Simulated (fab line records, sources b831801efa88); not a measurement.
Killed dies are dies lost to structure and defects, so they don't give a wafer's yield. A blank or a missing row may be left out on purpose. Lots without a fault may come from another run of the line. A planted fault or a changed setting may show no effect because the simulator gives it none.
Chamber matching | flow sky130 | SKY_VIA2_CMP_24 on cmp-01: 4 sister chambers
The step polishes, stops on SiO2, t overpolish 20 s, target thk 0 nm. 8 wafers are shown with their chamber, then 9 later ones without.

WAFERS WITH THEIR CHAMBER
wafer  | chamber | motor_current_A (A) | overpolish_run_s (s)
L968.1 | 0       | 13.2                | 20.017
L973.1 | 2       | 11.8                | 19.979
L974.1 | 1       | 11.4                | 20.003
L974.5 | 3       | 11.5                | 20.002
L974.6 | 2       | 11.3                | 19.987
L981.2 | 0       | 13.1                | 20.009
L981.3 | 3       | 11.0                | 20.008
L981.4 | 1       | 11.9                | 20.003

WAFERS WITHOUT THEIR CHAMBER
wafer  | motor_current_A (A) | overpolish_run_s (s)
L983.4 | 12.1                | 19.995
L983.5 | 11.4                | 20.005
L983.6 | 11.6                | 19.994
L984.3 | 11.5                | 20.013
L984.4 | 13.4                | 19.996
L984.6 | 13.2                | 19.988
L986.2 | 11.3                | 20.001
L986.3 | 12.0                | 19.987
L986.6 | 11.9                | 19.994

WHICH CHAMBER EACH WENT THROUGH
wafer  | from the rows above               | in truth
L983.4 | can't be placed: 1 or 2 or 3      | 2
L983.5 | can't be placed: 3 or 1           | 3
L983.6 | can't be placed: 1 or 2 or 3      | 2
L984.3 | can't be placed: 3 or 1           | 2
L984.4 | 0                                 | 0
L984.6 | can't be placed: 2 or 0 or 1 or 3 | 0
L986.2 | can't be placed: 3 or 1           | 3
L986.3 | 2                                 | 2
L986.6 | can't be placed: 1 or 2 or 3      | 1
Placed correctly: 2 of 9. Can't be placed from these rows: 7 (the true chamber is among the candidates in 6). Placed wrongly: 0.
How it was worked out, from the rows above alone: a wafer's distance from a chamber is the root of the sum, over the readings, of the square of ((its reading less the chamber's mean) divided by the reading's scatter). The wafer belongs to the nearest chamber; if the next one is less than 2 further off, it can't be placed. A chamber's mean is the mean of its shown wafers. The scatter: the root of (the sum of the squares of (reading less its chamber's mean) over the shown wafers, divided by (wafers less chambers)).
